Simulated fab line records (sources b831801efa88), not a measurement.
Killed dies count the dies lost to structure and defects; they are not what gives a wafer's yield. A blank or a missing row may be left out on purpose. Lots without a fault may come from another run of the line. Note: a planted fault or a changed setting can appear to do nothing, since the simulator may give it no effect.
Chamber matching	flow gf180mcu	GF_STI_ETCH_13 on rie-diel-02 has 4 sister chambers
The step etches the open film in CHF3/O2, stops on Si, target depth 282.31 nm, time 112.9 s. 16 wafers are shown with their chamber, then 8 later ones without.

## WAFERS WITH THEIR CHAMBER
wafer	chamber	drypump-motor-current-A (A)	throttle-valve-pct (%)	oes-product-au (a.u.)
L318.1	3	5.3	8.821	0.831
L318.2	1	5.9	8.813	0.843
L318.3	2	5.6	8.797	0.832
L320.1	0	4.9	8.803	0.827
L320.2	3	5.3	8.812	0.836
L320.4	2	5.6	8.804	0.824
L322.3	3	5.3	8.815	0.829
L322.5	2	5.5	8.805	0.827
L322.6	1	5.9	8.802	0.826
L324.1	0	4.9	8.800	0.814
L324.5	0	4.9	8.801	0.821
L324.6	3	5.3	8.812	0.823
L326.1	2	5.5	8.814	0.841
L326.2	1	5.9	8.816	0.828
L326.4	0	4.9	8.812	0.826
L328.1	2	5.6	8.816	0.828

SIGNATURES (averages over the wafers above)
reading	chamber 0	chamber 1	chamber 2	chamber 3	scatter within a chamber
drypump-motor-current-A	4.900	5.900	5.560	5.300	0.0316
throttle-valve-pct	8.80400	8.81033	8.80720	8.81500	0.00643
oes-product-au	0.82200	0.83233	0.83040	0.82975	0.0067
Rule: distance of a wafer from a chamber = root of the sum over the readings of ((wafer's reading minus chamber's mean) / reading's scatter) squared. If the next closest chamber is less than 2 further off than the closest, the wafer can't be placed; otherwise it belongs to the closest. The scatter is the square root of a quotient: the sum, over the shown wafers, of each reading's squared deviation from its chamber's mean, divided by wafers minus chambers.

## WAFERS MISSING THEIR CHAMBER
wafer	drypump-motor-current-A (A)	throttle-valve-pct (%)	oes-product-au (a.u.)
L328.2	4.9	8.801	0.835
L328.4	5.5	8.824	0.827
L332.4	4.9	8.809	0.827
L332.5	5.3	8.801	0.834
L332.6	4.9	8.789	0.840
L337.3	5.9	8.795	0.834
L337.5	4.9	8.816	0.832
L337.6	5.3	8.804	0.819

## WHICH CHAMBER EACH ONE RAN IN
wafer	from the rows above	in truth
L328.2	0	0
L328.4	2	2
L332.4	0	0
L332.5	3	3
L332.6	0	0
L337.3	1	1
L337.5	0	0
L337.6	3	3
Correctly placed: 8 of 8. Not placeable from these rows: 0. Placed wrongly: 0.
